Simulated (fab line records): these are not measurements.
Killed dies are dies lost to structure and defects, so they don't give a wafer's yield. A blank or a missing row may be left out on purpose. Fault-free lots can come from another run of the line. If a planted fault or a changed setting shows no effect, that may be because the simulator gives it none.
Chamber matching || flow gf180mcu || GF_V5_CVD_02 on pecvd-03 has 3 sister chambers
The step deposits SiO2 from TEOS, target thk 1450 nm, time 163.28 s. 6 wafers are shown with their chamber, then 8 later ones without.

WAFERS PAIRED WITH THEIR CHAMBERS
{"wafer": "L462.6", "chamber": 2, "heaterPowerW (W)": 624}
{"wafer": "L463.2", "chamber": 1, "heaterPowerW (W)": 595}
{"wafer": "L467.1", "chamber": 2, "heaterPowerW (W)": 677}
{"wafer": "L467.3", "chamber": 1, "heaterPowerW (W)": 593}
{"wafer": "L467.4", "chamber": 0, "heaterPowerW (W)": 747}
{"wafer": "L468.1", "chamber": 0, "heaterPowerW (W)": 768}

WAFERS MISSING THEIR CHAMBER
{"wafer": "L468.2", "heaterPowerW (W)": 658}
{"wafer": "L468.6", "heaterPowerW (W)": 598}
{"wafer": "L470.3", "heaterPowerW (W)": 596}
{"wafer": "L470.5", "heaterPowerW (W)": 735}
{"wafer": "L470.6", "heaterPowerW (W)": 537}
{"wafer": "L471.1", "heaterPowerW (W)": 596}
{"wafer": "L471.3", "heaterPowerW (W)": 741}
{"wafer": "L471.4", "heaterPowerW (W)": 481}

WHICH CHAMBER EACH ONE RAN IN
{"wafer": "L468.2", "from the rows above": 2, "in truth": 2}
{"wafer": "L468.6", "from the rows above": 1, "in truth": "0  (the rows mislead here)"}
{"wafer": "L470.3", "from the rows above": 1, "in truth": 1}
{"wafer": "L470.5", "from the rows above": 0, "in truth": 0}
{"wafer": "L470.6", "from the rows above": 1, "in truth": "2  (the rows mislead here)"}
{"wafer": "L471.1", "from the rows above": 1, "in truth": 1}
{"wafer": "L471.3", "from the rows above": 0, "in truth": 0}
{"wafer": "L471.4", "from the rows above": 1, "in truth": 1}
Correctly placed: 6 of 8. Left unplaced by these rows: 0. Number placed wrongly: 2.
How it was worked out, from the rows above alone: a wafer's distance from a chamber is the root of the sum, over the readings, of the square of ((its reading less the chamber's mean) divided by the reading's scatter). The wafer belongs to the nearest chamber; if the next one is less than 2 further off, it can't be placed. For every chamber, the mean is computed from those of its wafers that are shown. How the scatter is found: for the shown wafers, subtract from each reading the mean of its chamber, square and add these, divide the total by (wafers less chambers), then take the root.
